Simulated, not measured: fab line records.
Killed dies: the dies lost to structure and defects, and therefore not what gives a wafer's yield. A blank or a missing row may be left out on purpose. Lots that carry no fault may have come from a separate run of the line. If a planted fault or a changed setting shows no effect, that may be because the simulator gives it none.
Struck lot and sound lot, side by side    flow gf180mcu    30 steps out of a route of 602
Sound: these wafers, L869.1, L869.3, L869.5. Struck: wafer L877.3. (L877.4, L877.6 of the same lot were not struck and are left out.) The cause comes at the end.
Each step with rows lists, per side, the tool, then ch with its chambers, then its first start. Under that, the readings that differ: sound wafers    struck wafers    difference of the means    sigmas: that difference in standard deviations of wafers without a fault.
alike: readings whose means differ by less than 2 such deviations, and words and numbers that are the same on both sides. not compared: withheld readings, readings that some wafer has no value for, bounds like >300 that may hide the same value, and numbers for which the record gives no deviation and whose values overlap.
The two part at a step that has a row with sigmas, a row that says differs or no value, or rows on one side only. Numbers that have no deviation but don't overlap get no sigmas and don't part them. Lack of a reading on every wafer of one side parts them only where that side has two or more wafers.

first, 3 steps without rows for these wafers: GF_PSD_EXPOSE_04 (exposes mask Pplus, target cd 400 nm); GF_PSD_PEB_05; GF_PSD_DEVELOP_06 (develop time 61.15 s).
GF_PSD_CD_MEAS_07: target cd 400 nm.
  struck on cd sem-02, day 16 19:44; sound on cd sem-02, day 14 00:12
  alike: cd nm
GF_PSD_OVL_MEAS_08:
  struck on overlay-01, day 16 19:50; sound on overlay-01, day 14 00:19
  alike: PSD_OVL
after that, 1 step had no rows for these wafers: GF_PSD_IMPLANT_09.
GF_PSD_STRIP_10: strips in O2/N2.
  sound on plasma asher-01 ch 0,1, day 14 00:30; struck on plasma asher-03 ch 1, day 16 20:02
  alike: drypump motor current A, heater power w, oes product au, strip time to endpoint s
  not compared: rf hours counter h
GF_PSD_TW_MEAS_11:
  struck on film metro-02, day 16 20:07; sound on film metro-02, day 14 00:36
  alike: PSD_TW
then, 1 step without rows for these wafers: GF_PSD_CLEAN_12 (cleans in SC1/SC2, time 150 s).
GF_PSD_RTA_13: time 20 s.
  sound on rtp anneal-01 ch 0, day 14 00:43; struck on rtp anneal-02 ch 0, day 16 20:14
reading             sound     struck  difference  sigmas
lamp power pct (%)  33 33 33  39      +6          +2
  alike: wafer_temp_C_max
GF_PSD_RS_MEAS_14: the measuring method here is four-point-probe.
  struck on film metro-03, day 16 20:20; sound on film metro-03, day 14 00:48
  alike: NSD_RS
GF_PSD_RS_MEAS_15: the measuring method here is four-point-probe.
  struck on film metro-03, day 16 20:28; sound on film metro-03, day 14 00:55
  alike: PSD_RS
GF_SAB_CVD_00: deposits SiO2 from TEOS, target thk 50 nm, time 4.9302 s.
  sound on pecvd-04 ch 0,1, day 14 01:02; struck on pecvd-04 ch 2, day 16 20:32
reading                               sound              struck  difference  sigmas
heater power w (W)                    605 498 517        704     +164        +2
model.SiO2_of_SAB_CVD_00.thk nm (nm)  49.24 50.01 51.59  45.59   -4.69       
GF_SAB_THK_MEAS_01:
  struck on film metro-02, day 16 20:35; sound on film metro-03, day 14 01:04
reading              sound           struck  difference  sigmas
SAB_CVD_00_THK (nm)  49.3 50.0 51.6  45.6    -4.7        -6
then, 7 steps without rows for these wafers: GF_SAB_DEHYDRATE_02 (time 60 s); GF_SAB_HMDS_03 (prime time 60 s); GF_SAB_COAT_04 (resist thk 1000 nm); GF_SAB_SOFTBAKE_05 (time 60 s); GF_SAB_EXPOSE_06 (exposes mask SAB, target cd 420 nm); GF_SAB_PEB_07; GF_SAB_DEVELOP_08 (develop time 60 s).
GF_SAB_CD_MEAS_09: target cd 420 nm.
  struck on cd sem-02, day 17 19:44; sound on cd sem-01, day 14 21:48
  alike: cd nm
GF_SAB_OVL_MEAS_10:
  struck on overlay-02, day 17 19:50; sound on overlay-02, day 14 21:55
  alike: SAB_OVL
GF_SAB_ETCH_11: etches SiO2 in C4F8/O2/Ar, target depth 55 nm, time 8.5 s.
  sound on rie diel-04 ch 0,1,3, day 14 21:58; struck on rie diel-04 ch 1, day 17 19:52
  alike: oes product au
  not compared: rf hours counter h
then, 1 step without rows for these wafers: GF_SAB_WET_ETCH_12 (etches SiO2 in dHF, target depth 22 nm, time 440 s).
GF_SAB_STRIP_13: strips in O2/N2.
  sound on plasma asher-01 ch 0,1, day 14 22:07; struck on plasma asher-03 ch 0, day 17 20:03
reading                       sound              struck  difference  sigmas
strip time to endpoint s (s)  12.55 12.58 12.60  12.68   +0.10       +3
  alike: drypump motor current A, heater power w, oes product au
  not compared: rf hours counter h
then, 1 step without rows for these wafers: GF_SALICIDE_CLEAN_00 (cleans in SC1/SC2, time 150 s).
GF_SALICIDE_WET_ETCH_01: etches SiO2 in dHF, target depth 5 nm, time 100 s.
  sound on wet bench-02 ch 1, day 14 22:17; struck on wet bench-01 ch 0, day 17 20:10
reading                               sound              struck  difference  sigmas
model.SiO2_of_SAB_CVD_00.thk nm (nm)  38.74 39.53 41.09  34.71   -5.08       
GF_SALICIDE_SPUTTER_02: material Co, target thk 10 nm, time 20 s.
  struck on pvd sputter-01, day 17 20:13; sound on pvd sputter-03, day 14 22:19
  alike: throttle valve pct
-- the record jumps here: 14 days lie between the struck wafers' starts before and after (it left off in module SALICIDE and takes up again in module PASSIVATION, whose first step shown is number 602 of the route) --
GF_PASSIVATION_PROBE_99:
  record: rows for the struck wafers here (prober-01, day 31 09:35), none for the sound ones

WHERE THEY PART
At GF_PSD_RTA_13 first; at GF_PASSIVATION_PROBE_99 last (within this record only).

WHY: whatever the simulator had introduced
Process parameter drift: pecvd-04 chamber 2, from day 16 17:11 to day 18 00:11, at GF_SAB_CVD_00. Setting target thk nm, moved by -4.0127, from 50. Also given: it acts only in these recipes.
